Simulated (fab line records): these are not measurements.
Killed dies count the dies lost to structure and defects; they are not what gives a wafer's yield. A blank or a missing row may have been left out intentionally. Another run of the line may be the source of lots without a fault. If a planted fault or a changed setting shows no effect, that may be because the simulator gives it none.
Which tool did it? + flow sky130 + Sampling: 13 lots, 39 wafers, 4 of 708 route steps

## WHAT EACH GAUGE READ, for each wafer
SKY_VIA4_BOW_MEAS_03.
| lot  | measured     | on           | VIA4_BOW (um) |
|------|--------------|--------------|---------------|
| L846 | day 42 05:37 | filmMetro-04 | 85 82 88      |
| L845 | day 42 09:38 | filmMetro-04 | 72 74 78      |
| L847 | day 42 11:44 | filmMetro-03 | 86 84 89      |
| L848 | day 42 13:32 | filmMetro-04 | 67 78 85      |
| L850 | day 43 02:06 | filmMetro-01 | 77 79 87      |
| L853 | day 44 11:16 | filmMetro-01 | 74 92 75      |
| L860 | day 45 23:28 | filmMetro-03 | 70 80 72      |
| L862 | day 46 19:40 | filmMetro-04 | 86 79 79      |
| L863 | day 46 19:59 | filmMetro-03 | 76 79 84      |
| L864 | day 47 01:54 | filmMetro-04 | 83 79 81      |
| L865 | day 47 02:29 | filmMetro-01 | 78 82 84      |
| L866 | day 47 08:48 | filmMetro-04 | 69 82 81      |
| L867 | day 47 17:56 | filmMetro-04 | 72 78 82      |

SKY_METAL5_RS_MEAS_05: a four-point-probe measurement.
| lot  | measured     | on           | METAL5_ALCU_RS (ohm/sq) |
|------|--------------|--------------|-------------------------|
| L846 | day 43 04:14 | filmMetro-02 | 0.0279 0.0272 0.0274    |
| L845 | day 43 09:22 | filmMetro-01 | 0.0272 0.0276 0.0273    |
| L847 | day 43 12:40 | filmMetro-04 | 0.0272 0.0270 0.0268    |
| L848 | day 43 13:53 | filmMetro-02 | 0.0275 0.0275 0.0276    |
| L850 | day 44 01:44 | filmMetro-01 | 0.0271 0.0270 0.0273    |
| L853 | day 45 11:47 | filmMetro-01 | 0.0271 0.0271 0.0269    |
| L860 | day 47 00:04 | filmMetro-01 | 0.0269 0.0273 0.0272    |
| L862 | day 47 17:31 | filmMetro-04 | 0.0273 0.0268 0.0272    |
| L863 | day 47 17:50 | filmMetro-01 | 0.0267 0.0267 0.0264    |
| L864 | day 47 23:02 | filmMetro-02 | 0.0270 0.0275 0.0273    |
| L865 | day 47 23:37 | filmMetro-01 | 0.0268 0.0267 0.0268    |
| L866 | day 48 05:10 | filmMetro-01 | 0.0271 0.0275 0.0276    |
| L867 | day 48 14:08 | filmMetro-02 | 0.0265 0.0272 0.0269    |

## WHAT TOOL EACH LOT RAN ON (gives the tool, then ch and the chambers of the sampled wafers, and finally the start)
| lot  | SKY_GATE_OXIDE_CLEAN_15        | SKY_METAL4_ETCH_17                |
|------|--------------------------------|-----------------------------------|
| L846 | wetBench-01 ch 2, day 14 08:12 | rieDiel-02 ch 2,3, day 42 04:18   |
| L845 | wetBench-03 ch 1, day 14 08:46 | rieDiel-01 ch 0,1, day 42 07:28   |
| L847 | wetBench-04 ch 0, day 14 13:07 | rieDiel-02 ch 1,2,3, day 42 10:16 |
| L848 | wetBench-01 ch 2, day 14 14:31 | rieDiel-04 ch 1,2,3, day 42 12:01 |
| L850 | wetBench-01 ch 2, day 15 08:51 | rieDiel-01 ch 0,1,3, day 43 00:37 |
| L853 | wetBench-01 ch 1, day 16 23:58 | rieDiel-01 ch 0,3, day 44 09:53   |
| L860 | wetBench-04 ch 1, day 19 00:32 | rieDiel-04 ch 0,3, day 45 21:50   |
| L862 | wetBench-04 ch 3, day 19 18:36 | rieDiel-04 ch 0,3, day 46 16:34   |
| L863 | wetBench-03 ch 0, day 20 04:15 | rieDiel-02 ch 1,2,3, day 46 16:59 |
| L864 | wetBench-03 ch 2, day 20 15:28 | rieDiel-02 ch 0,1,3, day 47 00:17 |
| L865 | wetBench-04 ch 0, day 20 21:16 | rieDiel-04 ch 0,2,3, day 47 00:49 |
| L866 | wetBench-01 ch 0, day 20 23:37 | rieDiel-01 ch 1,2,3, day 47 07:17 |
| L867 | wetBench-04 ch 1, day 21 17:24 | rieDiel-04 ch 0,1,2, day 47 16:07 |
- SKY_GATE_OXIDE_CLEAN_15: cleans in SC1/SC2, time 150 s.
- SKY_METAL4_ETCH_17: etches SiO2 in C4F8/O2/Ar, stops on TiN, time 3.9 s, target depth 15 nm.

## AS READ BY THE TOOLS THEMSELVES (means over the sampled wafers that have a number; for cases with no such wafer, the mark the record gives instead)
SKY_METAL4_ETCH_17.
| lot  | tool       | oesProductAu (a.u.) |
|------|------------|---------------------|
| L846 | rieDiel-02 | 0.756               |
| L845 | rieDiel-01 | 0.759               |
| L847 | rieDiel-02 | 0.760               |
| L848 | rieDiel-04 | 0.762               |
| L850 | rieDiel-01 | 0.756               |
| L853 | rieDiel-01 | 0.757               |
| L860 | rieDiel-04 | 0.747               |
| L862 | rieDiel-04 | 0.757               |
| L863 | rieDiel-02 | 0.748               |
| L864 | rieDiel-02 | 0.748               |
| L865 | rieDiel-04 | 0.755               |
| L866 | rieDiel-01 | 0.747               |
| L867 | rieDiel-04 | 0.752               |

## THE ANSWER, worked out from the rows above alone
Rule: the usual values come from the lots themselves. The widest of any qualifying gaps counts: lots, ordered by their means at a reading, are off when they make up no more than a third of the lots, leave a main group of 4 or more, and stand apart from it by 3 or more times the standard deviation of that group's means. A main group whose means are all the same, to the digits that the tables above print for the reading, isn't used. A lot without any number at a reading at which 4 lots or more have one is off too. All remaining lots with rows at the step are treated as sound. Order of review: gauges by route order, followed by the tools' own readings, for which a lot's mean as printed above is used. The first step at which some lot is off is used, and at that step the reading that is off furthest; a lot without a number counts as furthest.
No lot is off on any of the readings shown, so nothing can be concluded from this.

## WHAT THE SIMULATOR HAD PUT IN
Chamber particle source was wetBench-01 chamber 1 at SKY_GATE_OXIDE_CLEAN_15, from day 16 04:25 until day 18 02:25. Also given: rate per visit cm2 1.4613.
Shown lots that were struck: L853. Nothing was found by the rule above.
